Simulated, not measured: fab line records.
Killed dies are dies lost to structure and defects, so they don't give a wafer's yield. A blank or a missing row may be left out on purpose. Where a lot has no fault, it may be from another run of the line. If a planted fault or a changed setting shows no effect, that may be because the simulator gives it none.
Matching of chambers :: flow gf180mcu :: GF_V2_CMP_04 on cmp-01 has 4 sister chambers
The step polishes SiO2. 16 wafers are shown with their chamber, then 8 later ones without.

WAFERS PAIRED WITH THEIR CHAMBERS
wafer: L493.1
chamber: 1
motor current A (A): 13.0
retaining ring pressure frac: 1.003
slurry flow ml min: 149.9

wafer: L493.5
chamber: 2
motor current A (A): 11.7
retaining ring pressure frac: 0.999
slurry flow ml min: 150.3

wafer: L493.6
chamber: 3
motor current A (A): 11.8
retaining ring pressure frac: 1.002
slurry flow ml min: 149.7

wafer: L494.1
chamber: 3
motor current A (A): 11.1
retaining ring pressure frac: 1.005
slurry flow ml min: 150.3

wafer: L494.2
chamber: 2
motor current A (A): 12.3
retaining ring pressure frac: 0.994
slurry flow ml min: 149.8

wafer: L494.5
chamber: 3
motor current A (A): 11.6
retaining ring pressure frac: 1.002
slurry flow ml min: 150.8

wafer: L500.2
chamber: 3
motor current A (A): 11.0
retaining ring pressure frac: 1.012
slurry flow ml min: 150.3

wafer: L500.4
chamber: 2
motor current A (A): 11.3
retaining ring pressure frac: 0.996
slurry flow ml min: 149.7

wafer: L500.5
chamber: 0
motor current A (A): 11.7
retaining ring pressure frac: 0.997
slurry flow ml min: 150.8

wafer: L501.1
chamber: 3
motor current A (A): 11.8
retaining ring pressure frac: 1.010
slurry flow ml min: 150.7

wafer: L501.4
chamber: 2
motor current A (A): 12.1
retaining ring pressure frac: 0.995
slurry flow ml min: 150.4

wafer: L501.6
chamber: 0
motor current A (A): 11.2
retaining ring pressure frac: 1.007
slurry flow ml min: 150.9

wafer: L502.2
chamber: 2
motor current A (A): 11.7
retaining ring pressure frac: 1.006
slurry flow ml min: 149.5

wafer: L502.3
chamber: 0
motor current A (A): 11.1
retaining ring pressure frac: 1.004
slurry flow ml min: 150.5

wafer: L502.6
chamber: 0
motor current A (A): 11.6
retaining ring pressure frac: 1.010
slurry flow ml min: 149.8

wafer: L510.3
chamber: 0
motor current A (A): 11.3
retaining ring pressure frac: 1.005
slurry flow ml min: 150.6

SIGNATURES, as means of the wafers listed above
reading: motor current A
chamber 0: 11.380
chamber 1: 13.000
chamber 2: 11.820
chamber 3: 11.460
scatter within a chamber: 0.35

reading: retaining ring pressure frac
chamber 0: 1.00460
chamber 1: 1.00300
chamber 2: 0.99800
chamber 3: 1.00620
scatter within a chamber: 0.00476

reading: slurry flow ml min
chamber 0: 150.520
chamber 1: 149.900
chamber 2: 149.940
chamber 3: 150.360
scatter within a chamber: 0.42
Rule: a wafer lies at a distance from a chamber equal to the root of the sum of squares, over the readings, of (its reading less the chamber's mean, divided by the reading's scatter). The wafer belongs to the nearest chamber; if the next one is less than 2 further off, it can't be placed. The scatter: the root of (the sum of the squares of (reading less its chamber's mean) over the shown wafers, divided by (wafers less chambers)).

WAFERS WITHOUT THEIR CHAMBER
wafer: L510.5
motor current A (A): 12.0
retaining ring pressure frac: 0.998
slurry flow ml min: 149.7

wafer: L510.6
motor current A (A): 11.8
retaining ring pressure frac: 1.000
slurry flow ml min: 149.8

wafer: L513.3
motor current A (A): 11.6
retaining ring pressure frac: 1.000
slurry flow ml min: 149.9

wafer: L513.4
motor current A (A): 12.9
retaining ring pressure frac: 1.002
slurry flow ml min: 149.4

wafer: L513.6
motor current A (A): 11.7
retaining ring pressure frac: 1.000
slurry flow ml min: 150.1

wafer: L514.2
motor current A (A): 12.5
retaining ring pressure frac: 0.996
slurry flow ml min: 150.6

wafer: L514.3
motor current A (A): 11.2
retaining ring pressure frac: 0.990
slurry flow ml min: 148.9

wafer: L514.6
motor current A (A): 11.7
retaining ring pressure frac: 0.998
slurry flow ml min: 150.2

THE CHAMBER EACH PASSED THROUGH
wafer: L510.5
from the rows above: 2
in truth: 2

wafer: L510.6
from the rows above: can't be placed: 2 or 3 or 0
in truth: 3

wafer: L513.3
from the rows above: can't be placed: 2 or 3 or 0
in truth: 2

wafer: L513.4
from the rows above: 1
in truth: 1

wafer: L513.6
from the rows above: can't be placed: 2 or 3 or 0
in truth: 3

wafer: L514.2
from the rows above: can't be placed: 2 or 1 or 0 or 3
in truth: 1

wafer: L514.3
from the rows above: can't be placed: 2 or 3 or 0
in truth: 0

wafer: L514.6
from the rows above: can't be placed: 2 or 0 or 3
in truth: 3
2 of 8 placed correctly. Can't be placed from these rows: 6 (the true chamber is among the candidates in 6). Placed wrongly: 0.
